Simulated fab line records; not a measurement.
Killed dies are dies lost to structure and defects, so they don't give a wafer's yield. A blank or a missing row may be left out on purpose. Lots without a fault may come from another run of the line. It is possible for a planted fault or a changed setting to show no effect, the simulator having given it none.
fab line records -- flow sky130
record lots=6, wafers=18, last-day=49
route steps=708 shown LDD_HVP@288 LDD_LDN@289 PAD_OPEN@708
lots untouched by any fault: they come from a run of this same line in which no faults occurred
start-h: the number of hours between the record's first day and the start of the first shown wafer of the lot -- wait-h: how many hours have passed since the lot's step before this one -- " the same as in the row above -- L1.1+2: several wafers, shown together as one row -- - either no value or no given start -- * or withheld: withheld -- < > ~ a bound
route shown NAME@n: NAME is a module with steps in the file, n the number in the route of the first one -- usual: mean and standard deviation over wafers with no fault -- same: alike in all rows -- chamber/n: place in a boat -- sites: the reading at each site -- _std_site: standard deviation of those values -- _edge_site: inner sites' mean taken away from outer sites' mean -- radius-mm: for every site, how far away it sits from the centre of the wafer -- mask NAME#n: copy n -- behind: the most recent tool/chamber to have shaped the wafer -- hold: why the lot was held/for how many hours/how that ended -- device: names the non-switching transistor (n, p or np) -- end of line: tests of these same wafers at the route's end -- a step with no rows: only its recipe -- killed: dies that structure and defects cost at the first sort, which is not the same as the wafer's yield -- map: dies across one wafer; x = killed, . = not, _ = none there
set.NAME: the run value of the setting; set.NAME@STEP: its run value at that earlier step -- model.NAME: the simulator's own value behind a step, which no gauge read
lots at some steps of the route; a table a step, a row a wafer
services: the hour from which a tool's chamber was out of use, counted from the record's first day as start-h (under 0 if before that day), plus the number of hours and why
## steps
# step SKY_LDD_HVP_TW_MEAS_10
# usual LDD_HVP_TW=452.3/3
lot.wafer,tool,chamber,start-h,wait-h,LDD_HVP_TW
L802.3,film-metro-04,-,535.41,0.1,449.9
L802.5,film-metro-04,-,535.41,0.1,449.6
L802.6,film-metro-04,-,535.41,0.1,450.3
L807.2,film-metro-01,-,557.10,0.1,456.6
L807.5,film-metro-01,-,557.10,0.1,453.5
L807.6,film-metro-01,-,557.10,0.1,454.5
L808.1,film-metro-01,-,565.48,0.1,456.7
L808.2,film-metro-01,-,565.48,0.1,455.2
L808.5,film-metro-01,-,565.48,0.1,453.4
L810.3,film-metro-04,-,581.01,0.1,451.1
L810.4,film-metro-04,-,581.01,0.1,452.4
L810.5,film-metro-04,-,581.01,0.1,450.4
L812.1,film-metro-02,-,592.53,0.1,453.7
L812.2,film-metro-02,-,592.53,0.1,452.7
L812.5,film-metro-02,-,592.53,0.1,453.9
L817.1,film-metro-01,-,655.31,0.1,458.1
L817.2,film-metro-01,-,655.31,0.1,457.4
L817.5,film-metro-01,-,655.31,0.1,457.0
# step SKY_LDD_LDN_DEHYDRATE_00
# recipe temp-c=200, time-s=60
# step SKY_LDD_LDN_HMDS_01
# recipe prime-time-s=60, prime-temp-c=120
# step SKY_LDD_LDN_COAT_02
# recipe resist=NOVOLAK, spin-rpm=3000, resist-thk-nm=1140
# step SKY_LDD_LDN_SOFTBAKE_03
# recipe temp-c=90, time-s=60, resist=NOVOLAK
# step SKY_LDD_LDN_EXPOSE_04
# recipe mask-id=LDNTM, na=0.6, source-shape=conventional, sigma-outer=0.6, polarization=unpolarized, target-cd-nm=700, dose-mj=140
# step SKY_LDD_LDN_PEB_05
# recipe temp-c=withheld, time-s=*, resist=NOVOLAK
# step SKY_LDD_LDN_DEVELOP_06
# recipe resist=NOVOLAK, developer=TMAH, develop-time-s=60, dev-temp-c=23
# step SKY_LDD_LDN_OVL_MEAS_07
# usual LDD_LDN_OVL=-1.0/1.3
lot.wafer,tool,chamber,start-h,wait-h,LDD_LDN_OVL[nm]
L802.3,overlay-02,-,564.47,0.1,-2.5
L802.5,overlay-02,-,564.47,0.1,-2.4
L802.6,overlay-02,-,564.47,0.1,-2.9
L807.2,overlay-01,-,585.95,0.1,-1.3
L807.5,overlay-01,-,585.95,0.1,0.2
L807.6,overlay-01,-,585.95,0.1,-1.2
L808.1,overlay-01,-,594.11,0.1,-0.2
L808.2,overlay-01,-,594.11,0.1,0.1
L808.5,overlay-01,-,594.11,0.1,0.4
L810.3,overlay-01,-,609.67,0.1,-0.1
L810.4,overlay-01,-,609.67,0.1,0.2
L810.5,overlay-01,-,609.67,0.1,-1.3
L812.1,overlay-02,-,621.51,0.1,-2.1
L812.2,overlay-02,-,621.51,0.1,-2.4
L812.5,overlay-02,-,621.51,0.1,-1.6
L817.1,overlay-02,-,684.21,0.1,-4.0
L817.2,overlay-02,-,684.21,0.1,-2.2
L817.5,overlay-02,-,684.21,0.1,-0.1
# step SKY_LDD_LDN_IMPLANT_08
# recipe species=As, energy-kev=14.88, dose-cm2=1.25e+13, tilt-deg=withheld, rotation-deg=23
# step SKY_LDD_LDN_IMPLANT_09
# recipe species=As, energy-kev=15, dose-cm2=1.25e+13, tilt-deg=withheld, rotation-deg=113
# step SKY_LDD_LDN_IMPLANT_10
# recipe species=As, energy-kev=15, dose-cm2=1.25e+13, tilt-deg=withheld, rotation-deg=203
# step SKY_LDD_LDN_IMPLANT_11
# recipe species=As, energy-kev=15, dose-cm2=1.25e+13, tilt-deg=withheld, rotation-deg=293
# usual dose-ions-cm2=1.2498e+13/1.4e+10
# same implant-ion-amu=75
lot.wafer,tool,chamber,start-h,wait-h,dose-ions-cm2
L802.3,implanter-02,0,565.00,0.1,1.2475e+13
L802.5,implanter-02,0,565.00,0.1,1.2478e+13
L802.6,implanter-02,0,565.00,0.1,1.2499e+13
L807.2,implanter-04,0,586.46,0.1,1.2479e+13
L807.5,implanter-04,0,586.46,0.1,1.2471e+13
L807.6,implanter-04,0,586.46,0.1,1.2493e+13
L808.1,implanter-02,0,594.59,0.1,1.2505e+13
L808.2,implanter-02,0,594.59,0.1,1.2515e+13
L808.5,implanter-02,0,594.59,0.1,1.2497e+13
L810.3,implanter-03,0,610.19,0.1,1.2501e+13
L810.4,implanter-03,0,610.19,0.1,1.2485e+13
L810.5,implanter-03,0,610.19,0.1,1.2508e+13
L812.1,implanter-03,0,621.99,0.1,1.2502e+13
L812.2,implanter-03,0,621.99,0.1,1.2507e+13
L812.5,implanter-03,0,621.99,0.1,1.2506e+13
L812.1,implanter-03,0,622.31,0.3,1.25e+13
L812.2,implanter-03,0,622.31,0.3,1.2509e+13
L812.5,implanter-03,0,622.31,0.3,1.2506e+13
L817.1,implanter-04,0,684.69,0.1,1.249e+13
L817.2,implanter-04,0,684.69,0.1,1.2482e+13
L817.5,implanter-04,0,684.69,0.1,1.2503e+13
L817.1,implanter-04,0,685.01,0.3,1.2501e+13
L817.2,implanter-04,0,685.01,0.3,1.2491e+13
L817.5,implanter-04,0,685.01,0.3,1.2488e+13
# step SKY_LDD_LDN_STRIP_12
# recipe chemistry=O2/N2, power-w=1400, pressure-mtorr=1500, platen-temp-c=withheld, o2-flow-sccm=3000, n2-flow-sccm=300, overash-fraction=0.5
# usual drypump-motor-current-A=5.5/0.42, oes-product-au=0.715/0.0046, strip-time-to-endpoint-s=14.17/0.052
# same overash-fraction=0.5
lot.wafer,tool,chamber,start-h,wait-h,drypump-motor-current-A,oes-product-au,rf-hours-counter-h,strip-time-to-endpoint-s
L802.3,plasma-asher-04,0,565.13,0.1,6.3,0.711,-,14.19
L802.5,plasma-asher-04,1,565.13,0.1,4.8,0.714,-,14.23
L802.6,plasma-asher-04,0,565.13,0.1,6.2,0.710,-,14.20
L807.2,plasma-asher-04,1,586.58,0.1,4.8,0.714,15,14.18
L807.5,plasma-asher-04,1,586.58,0.1,4.8,0.725,-,14.20
L807.6,plasma-asher-04,0,586.58,0.1,6.2,0.711,-,14.16
L808.1,plasma-asher-03,1,594.74,0.1,5.4,0.716,44,14.13
L808.2,plasma-asher-03,0,594.74,0.1,5.3,0.715,44,14.22
L808.5,plasma-asher-03,0,594.74,0.1,5.3,0.711,-,14.22
L810.3,plasma-asher-01,0,610.32,0.1,6.1,0.717,-,14.19
L810.4,plasma-asher-01,1,610.32,0.1,5.6,0.714,-,14.19
L810.5,plasma-asher-01,1,610.32,0.1,5.6,0.720,-,14.17
L812.1,plasma-asher-04,1,622.46,0.1,4.8,0.723,19,14.12
L812.2,plasma-asher-04,0,622.46,0.1,6.2,0.714,19,14.10
L812.5,plasma-asher-04,1,622.46,0.1,4.8,0.723,-,14.06
L817.1,plasma-asher-04,0,685.16,0.1,6.2,0.716,25,14.29
L817.2,plasma-asher-04,1,685.16,0.1,4.9,0.712,25,14.23
L817.5,plasma-asher-04,1,685.16,0.1,4.8,0.716,-,14.23
# step SKY_LDD_LDN_TW_MEAS_13
# usual LDD_LDN_TW=1478/16
lot.wafer,tool,chamber,start-h,wait-h,LDD_LDN_TW
L802.3,film-metro-01,-,565.22,0.1,1475
L802.5,film-metro-01,-,565.22,0.1,1475
L802.6,film-metro-01,-,565.22,0.1,1477
L807.2,film-metro-02,-,586.69,0.1,1460
L807.5,film-metro-02,-,586.69,0.1,1464
L807.6,film-metro-02,-,586.69,0.1,1467
L808.1,film-metro-02,-,594.84,0.1,1459
L808.2,film-metro-02,-,594.84,0.1,1465
L808.5,film-metro-02,-,594.84,0.1,1469
L810.3,film-metro-01,-,610.41,0.1,1473
L810.4,film-metro-01,-,610.41,0.1,1468
L810.5,film-metro-01,-,610.41,0.1,1473
L812.1,film-metro-02,-,622.56,0.1,1560
L812.2,film-metro-02,-,622.56,0.1,1558
L812.5,film-metro-02,-,622.56,0.1,1564
L817.1,film-metro-01,-,685.26,0.1,1571
L817.2,film-metro-01,-,685.26,0.1,1571
L817.5,film-metro-01,-,685.26,0.1,1570
# step SKY_LDD_LDN_CLEAN_14
# recipe chemistry=SC1/SC2, mix=1:4:20, temp-c=70, time-s=150, dry=n2-spin
# step SKY_PAD_OPEN_PROBE_99
# usual killed_at_M0_to_M3=43/7.1, killed_at_M4_up=3.0/1.6, killed-at-contacts=24/5.3, killed-at-front-end=16/4.1, killed-at-other=0.5/0.82, killed-dies=86/9.4, killed-on-rim=17/4.1, killed-open=46/6.9, killed-short=39/6.5
# same gross-dies=492, killed-at-back-side=0
lot.wafer,tool,chamber,start-h,wait-h,killed_at_M0_to_M3,killed_at_M4_up,killed-at-contacts,killed-at-front-end,killed-at-other,killed-dies,killed-on-rim,killed-open,killed-short,model.etest.tip-sonos.rs-ohm-sq
L802.3,prober-02,-,1100.92,0.2,47,2,17,21,1,88,14,50,38,2460
L802.5,prober-02,-,1101.02,0.2,37,2,28,19,0,86,23,50,36,2465
L802.6,prober-02,-,1101.07,0.2,40,3,24,20,0,87,12,41,46,2474
L807.2,prober-02,-,1118.28,0.1,54,2,16,14,0,86,14,51,34,2540
L807.5,prober-02,-,1118.43,0.2,31,6,20,13,0,70,19,32,38,2492
L807.6,prober-02,-,1118.48,0.2,39,3,16,14,0,72,18,45,27,2499
L808.1,prober-01,-,1118.78,0.1,51,3,24,20,0,98,20,54,44,2547
L808.2,prober-01,-,1118.83,0.1,44,2,19,14,0,79,13,38,41,2539
L808.5,prober-01,-,1118.98,0.2,50,2,28,12,1,93,21,47,46,2576
L810.3,prober-01,-,1132.48,0.2,50,5,16,19,0,90,14,53,37,2426
L810.4,prober-01,-,1132.53,0.2,47,2,20,14,1,84,16,44,39,2422
L810.5,prober-01,-,1132.58,0.2,40,1,24,20,0,85,22,45,40,2432
L812.1,prober-01,-,1139.18,0.1,46,4,28,15,0,93,21,48,44,2265
L812.2,prober-01,-,1139.23,0.1,31,5,24,16,0,76,10,44,32,2261
L812.5,prober-01,-,1139.38,0.2,38,4,18,10,1,71,7,41,29,2250
L817.1,prober-01,-,1180.72,0.1,42,3,26,22,1,94,18,56,35,2151
L817.2,prober-01,-,1180.77,0.1,48,2,19,9,0,78,9,51,25,2158
L817.5,prober-01,-,1180.92,0.2,43,0,26,14,0,83,19,47,35,2165
# killed by level:class
L802.3 VIA1:geometric-particle:open=10 CONTACT:geometric-particle:open=8 POLY_GATE:geometric-particle:open=7 VIA3:geometric-particle:open=7 FIELD_ISO:geometric-particle:short=6 VIA2:geometric-particle:open=6 METAL1:geometric-particle:short=6 FIELD_ISO:geometric-particle:open=5
L802.5 LI_CONTACT:geometric-particle:open=9 VIA1:geometric-particle:open=9 CONTACT:geometric-particle:open=8 METAL1:geometric-particle:short=6 CONTACT:geometric-particle:short=6 VIA2:geometric-particle:open=6 FIELD_ISO:geometric-particle:open=5 POLY_GATE:geometric-particle:short=4
L802.6 METAL2:geometric-particle:short=10 POLY_GATE:geometric-particle:open=7 LOCAL_INTERCONNECT:geometric-particle:short=7 CONTACT:geometric-particle:short=7 VIA3:geometric-particle:open=7 VIA1:geometric-particle:open=7 CONTACT:geometric-particle:open=6 FIELD_ISO:geometric-particle:short=4
L807.2 VIA1:geometric-particle:open=13 CONTACT:geometric-particle:open=8 VIA3:geometric-particle:open=7 METAL2:geometric-particle:short=6 VIA2:geometric-particle:open=6 FIELD_ISO:geometric-particle:short=5 METAL1:geometric-particle:short=4 VIA2:geometric-particle:short=4
L807.5 METAL1:geometric-particle:short=9 LI_CONTACT:geometric-particle:open=8 CONTACT:geometric-particle:open=7 FIELD_ISO:geometric-particle:short=6 VIA1:geometric-particle:open=6 METAL4:geometric-particle:short=6 METAL2:geometric-particle:short=5 VIA3:geometric-particle:open=4
L807.6 VIA1:geometric-particle:open=10 METAL2:geometric-particle:short=6 VIA3:geometric-particle:open=6 CONTACT:geometric-particle:open=5 VIA2:geometric-particle:open=5 FIELD_ISO:geometric-particle:open=4 LI_CONTACT:geometric-particle:open=4 FIELD_ISO:geometric-particle:short=3
L808.1 CONTACT:geometric-particle:open=9 VIA1:geometric-particle:open=8 VIA2:geometric-particle:open=7 METAL2:geometric-particle:short=6 VIA3:geometric-particle:open=6 FIELD_ISO:geometric-particle:open=5 LI_CONTACT:geometric-particle:open=5 LOCAL_INTERCONNECT:geometric-particle:short=5
L808.2 VIA1:geometric-particle:open=8 VIA2:geometric-particle:open=7 CONTACT:geometric-particle:open=6 METAL1:geometric-particle:short=6 VIA2:geometric-particle:short=5 VIA3:geometric-particle:open=5 POLY_GATE:geometric-particle:short=4 LI_CONTACT:geometric-particle:open=4
L808.5 METAL1:geometric-particle:short=10 VIA3:geometric-particle:open=9 LI_CONTACT:geometric-particle:open=8 CONTACT:geometric-particle:open=8 LI_CONTACT:geometric-particle:short=6 VIA1:geometric-particle:open=6 METAL2:geometric-particle:short=6 VIA1:geometric-particle:short=6
L810.3 CONTACT:geometric-particle:open=11 VIA1:geometric-particle:open=11 VIA2:geometric-particle:open=9 VIA3:geometric-particle:open=6 VIA1:geometric-particle:short=5 METAL2:geometric-particle:short=5 METAL1:geometric-particle:short=4 FIELD_ISO:geometric-particle:short=3
L810.4 VIA1:geometric-particle:open=12 VIA2:geometric-particle:open=10 CONTACT:geometric-particle:open=9 METAL2:geometric-particle:short=7 FIELD_ISO:geometric-particle:short=5 CONTACT:geometric-particle:short=5 METAL1:geometric-particle:short=4 VIA1:geometric-particle:short=4
L810.5 CONTACT:geometric-particle:open=9 VIA1:geometric-particle:open=9 LOCAL_INTERCONNECT:geometric-particle:short=7 POLY_GATE:geometric-particle:short=6 VIA1:geometric-particle:short=6 VIA3:geometric-particle:open=6 POLY_GATE:geometric-particle:open=4 METAL1:geometric-particle:short=4
L812.1 VIA1:geometric-particle:open=15 CONTACT:geometric-particle:short=7 METAL1:geometric-particle:short=7 FIELD_ISO:geometric-particle:open=6 LI_CONTACT:geometric-particle:short=6 CONTACT:geometric-particle:open=6 VIA2:geometric-particle:open=6 LI_CONTACT:geometric-particle:open=5
L812.2 LI_CONTACT:geometric-particle:open=7 CONTACT:geometric-particle:open=6 VIA1:geometric-particle:open=6 FIELD_ISO:geometric-particle:open=5 POLY_GATE:geometric-particle:open=5 LOCAL_INTERCONNECT:geometric-particle:short=5 VIA1:geometric-particle:short=5 VIA2:geometric-particle:open=5
L812.5 LI_CONTACT:geometric-particle:open=12 VIA1:geometric-particle:open=12 METAL1:geometric-particle:short=8 VIA2:geometric-particle:short=5 METAL3:geometric-particle:short=5 POLY_GATE:geometric-particle:open=4 CONTACT:geometric-particle:open=4 VIA2:geometric-particle:open=3
L817.1 CONTACT:geometric-particle:open=11 VIA3:geometric-particle:open=7 FIELD_ISO:geometric-particle:open=6 LI_CONTACT:geometric-particle:open=6 METAL2:geometric-particle:short=6 VIA2:geometric-particle:open=6 POLY_GATE:geometric-particle:open=5 VIA1:geometric-particle:open=5
L817.2 VIA3:geometric-particle:open=12 VIA1:geometric-particle:open=9 CONTACT:geometric-particle:open=8 VIA2:geometric-particle:open=8 LI_CONTACT:geometric-particle:open=6 METAL2:geometric-particle:short=5 VIA1:geometric-particle:short=4 POLY_GATE:geometric-particle:short=3
L817.5 VIA3:geometric-particle:open=11 VIA2:geometric-particle:open=9 LI_CONTACT:geometric-particle:short=8 CONTACT:geometric-particle:open=8 LI_CONTACT:geometric-particle:open=5 VIA1:geometric-particle:open=5 METAL2:geometric-particle:short=5 FIELD_ISO:geometric-particle:short=4
## services
tool,chamber,start-h,hours,kind
implanter-02,-,546.29,1.4,repair
implanter-02,-,570.28,3.7,pm
plasma-asher-01,-,581.99,2.8,pm
implanter-03,-,591.04,3.4,repair
implanter-02,-,602.20,5.2,pm
implanter-03,-,629.74,9.3,repair
implanter-03,-,638.99,5.8,pm
implanter-04,-,663.78,19.3,pm
## key
first-sign step=SKY_LDD_LDN_IMPLANT_11, reading=visit, direction=added
effect step=SKY_LDD_LDN_TW_MEAS_13, reading=LDD_LDN_TW, direction=up, sigmas=5.4, usual=1478, struck=1566
model-effect step=SKY_PAD_OPEN_PROBE_99, value=etest.tip-sonos.rs-ohm-sq, without=2516, struck=2208
met-at SKY_LDD_LDN_IMPLANT_11
struck-wafers L812.1,L812.2,L812.5,L817.1,L817.2,L817.5
tester-left-out L812,L817
fault kind=repeated-step-whole, tool=implanter-02,implanter-03,implanter-04, chamber=-, onset-h=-, steps=SKY_LDD_LDN_IMPLANT_11, times=1, scope=struck-lots-only
# tester-left-out: of these lots the tester's yield and bins aren't shown, on N5 and GAA mostly nor the transistor test; their killed dies are dies lost to structure and defects alone, not to doping, threshold or leakage, so they don't give the yield
